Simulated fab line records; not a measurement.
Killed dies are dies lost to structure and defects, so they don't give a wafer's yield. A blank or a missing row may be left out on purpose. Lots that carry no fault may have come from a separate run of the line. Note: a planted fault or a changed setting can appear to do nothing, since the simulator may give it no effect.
A lot that was struck, set against a sound lot	flow sky130	18 steps out of a route of 708
Sound: these wafers, L898.1, L898.5, L898.6. The struck wafers were L907.2, L907.3, L907.6. At the end, the cause is stated.
Per side, at each step with rows, come the tool, then ch with its chambers, and then its first start. Under that, the readings that differ: sound wafers	struck wafers	difference of the means	sigmas: that difference in standard deviations of wafers without a fault.
alike: readings with means less than 2 such deviations apart, plus words and numbers identical on both sides. not compared: withheld readings, readings lacking a value on some wafer, bounds such as >300 that could conceal the same value, and numbers that have no deviation in the record and whose values overlap.
Wherever a step has rows on one side only, a row that says differs or no value, or a row with sigmas, the two part there. Numbers that have no deviation but don't overlap get no sigmas and don't part them. A reading that every wafer of one side lacks parts them only if that side has two wafers or more.

first, 4 steps without rows for these wafers: SKY_PWDE_SOFTBAKE_03; SKY_PWDE_EXPOSE_04 (exposes mask PWDEM, target cd 840 nm); SKY_PWDE_PEB_05; SKY_PWDE_DEVELOP_06 (develop time 60 s).
SKY_PWDE_OVL_MEAS_07:
  sound on overlay-02, day 4 08:43; struck on overlay-01, day 6 17:07
  alike: PWDE_OVL
after that, 1 step had no rows for these wafers: SKY_PWDE_IMPLANT_08.
SKY_PWDE_STRIP_09: strips in O2/N2.
  sound on plasmaAsher-03 ch 0,1, day 4 08:54; struck on plasmaAsher-04 ch 0,1, day 6 17:17
  alike: drypumpMotorCurrentA, oesProductAu, stripTimeToEndpointS
  not compared: rfHoursCounterH
SKY_PWDE_TW_MEAS_10:
  sound on filmMetro-02, day 4 09:00; struck on filmMetro-02, day 6 17:24
  alike: PWDE_TW
then, 4 steps without rows for these wafers: SKY_NWELL_DEHYDRATE_03 (time 60 s); SKY_NWELL_HMDS_04 (prime time 60 s); SKY_NWELL_COAT_05 (resist thk 3000 nm); SKY_NWELL_SOFTBAKE_06.
SKY_NWELL_EXPOSE_07: exposes mask NWM, target cd 840 nm.
  sound on ilineStepper-01 ch 0, day 4 17:23; struck on ilineStepper-01 ch 0, day 7 01:50
reading	sound	struck	difference	sigmas
model.NWELL.overlayXNm (nm)	0.7609 0.7609 0.7609	-90.65 -90.65 -90.65	-91.41	
  alike: mask, reticleTempC
then, 2 steps without rows for these wafers: SKY_NWELL_PEB_08; SKY_NWELL_DEVELOP_09 (develop time 60 s).
SKY_NWELL_OVL_MEAS_10:
  sound on overlay-01, day 5 02:35; struck on overlay-01, day 7 11:50
reading	sound	struck	difference	sigmas
NWELL_00_OVL (nm)	0.9 1.3 2.5	-92.0 -91.7 -92.1	-93.5	-78
after that, 1 step had no rows for these wafers: SKY_NWELL_IMPLANT_11.
-- the record jumps here: 42 days lie between the struck wafers' starts before and after (it left off in module NWELL and takes up again in module PAD_OPEN, whose first step shown is number 708 of the route) --
SKY_PAD_OPEN_PROBE_99:
  sound on prober-01, day 46 07:24; struck on prober-02, day 49 01:35
reading	sound	struck	difference	sigmas
model.etest.pfet_16v.rOnOhmUm	1.54e+04 1.527e+04 1.5e+04	1.405e+04 1.384e+04 1.417e+04	-1.203e+03	
model.etest.nfet_16v.rOnOhmUm	1.402e+04 1.386e+04 1.406e+04	1.315e+04 1.323e+04 1.328e+04	-7.600e+02	
model.etest.pfet_16v.driveUaUm	245 246 247.1	269.9 270.8 264.3	+22.3	
model.etest.nfet_16v.driveUaUm	222.9 222.7 223.4	235.5 233.2 228.1	+9.3	
  alike: killed_at_M0_to_M3, killed_at_M4_up, killedAtContacts, killedAtFrontEnd, killedAtOther, killedDies, killedOpen, killedShort

## WHERE THEY PART
Within this record, at SKY_NWELL_OVL_MEAS_10 only. Later steps at which nothing parts them and some readings are alike: SKY_PAD_OPEN_PROBE_99.

WHY: the cause the simulator had injected
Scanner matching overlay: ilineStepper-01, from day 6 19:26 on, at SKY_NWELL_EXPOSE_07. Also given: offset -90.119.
